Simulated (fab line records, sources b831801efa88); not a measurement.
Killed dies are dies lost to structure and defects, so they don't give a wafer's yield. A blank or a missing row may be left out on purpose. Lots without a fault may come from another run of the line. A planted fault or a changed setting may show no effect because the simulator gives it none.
Chamber matching | flow sfq_line | SFQ_TRILAYER_I3_VIA_BARC_OPEN_VIA_ETCH_121 on rie_diel-04: 4 sister chambers
The step etches BARC in O2, target depth 125 nm, time 41.7 s. 14 wafers are shown with their chamber, then 7 later ones without.

WAFERS WITH THEIR CHAMBER
wafer  | chamber | drypump_motor_current_A (A) | oes_product_au (a.u.)
L584.2 | 0       | 6.2                         | 0.679
L584.3 | 1       | 5.6                         | 0.682
L584.6 | 1       | 5.7                         | 0.689
L585.1 | 1       | 5.7                         | 0.682
L585.2 | 0       | 6.2                         | 0.676
L585.3 | 2       | 6.7                         | 0.677
L586.3 | 0       | 6.2                         | 0.685
L586.5 | 0       | 6.2                         | 0.690
L586.6 | 1       | 5.7                         | 0.683
L588.1 | 1       | 5.6                         | 0.684
L588.4 | 3       | 5.8                         | 0.686
L588.5 | 0       | 6.2                         | 0.684
L593.1 | 0       | 6.2                         | 0.684
L593.3 | 2       | 6.7                         | 0.678

SIGNATURES (means of the wafers above)
reading                 | chamber 0 | chamber 1 | chamber 2 | chamber 3 | scatter within a chamber
drypump_motor_current_A | 6.200     | 5.660     | 6.700     | 5.800     | 0.0346
oes_product_au          | 0.68300   | 0.68400   | 0.67750   | 0.68600   | 0.00393
Rule: a wafer's distance from a chamber is the root of the sum, over the readings, of the square of ((its reading less the chamber's mean) divided by the reading's scatter). The wafer belongs to the nearest chamber; if the next one is less than 2 further off, it can't be placed. The scatter: the root of (the sum of the squares of (reading less its chamber's mean) over the shown wafers, divided by (wafers less chambers)).

WAFERS WITHOUT THEIR CHAMBER
wafer  | drypump_motor_current_A (A) | oes_product_au (a.u.)
L593.5 | 6.2                         | 0.688
L599.1 | 5.7                         | 0.692
L599.3 | 6.7                         | 0.687
L599.4 | 5.7                         | 0.684
L604.3 | 6.2                         | 0.680
L604.4 | 5.8                         | 0.684
L604.6 | 5.7                         | 0.687

WHICH CHAMBER EACH WENT THROUGH
wafer  | from the rows above     | in truth
L593.5 | 0                       | 0
L599.1 | can't be placed: 1 or 3 | 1
L599.3 | 2                       | 2
L599.4 | can't be placed: 1 or 3 | 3
L604.3 | 0                       | 0
L604.4 | 3                       | 3
L604.6 | can't be placed: 1 or 3 | 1
Placed correctly: 4 of 7. Can't be placed from these rows: 3 (the true chamber is among the candidates in 3). Placed wrongly: 0.
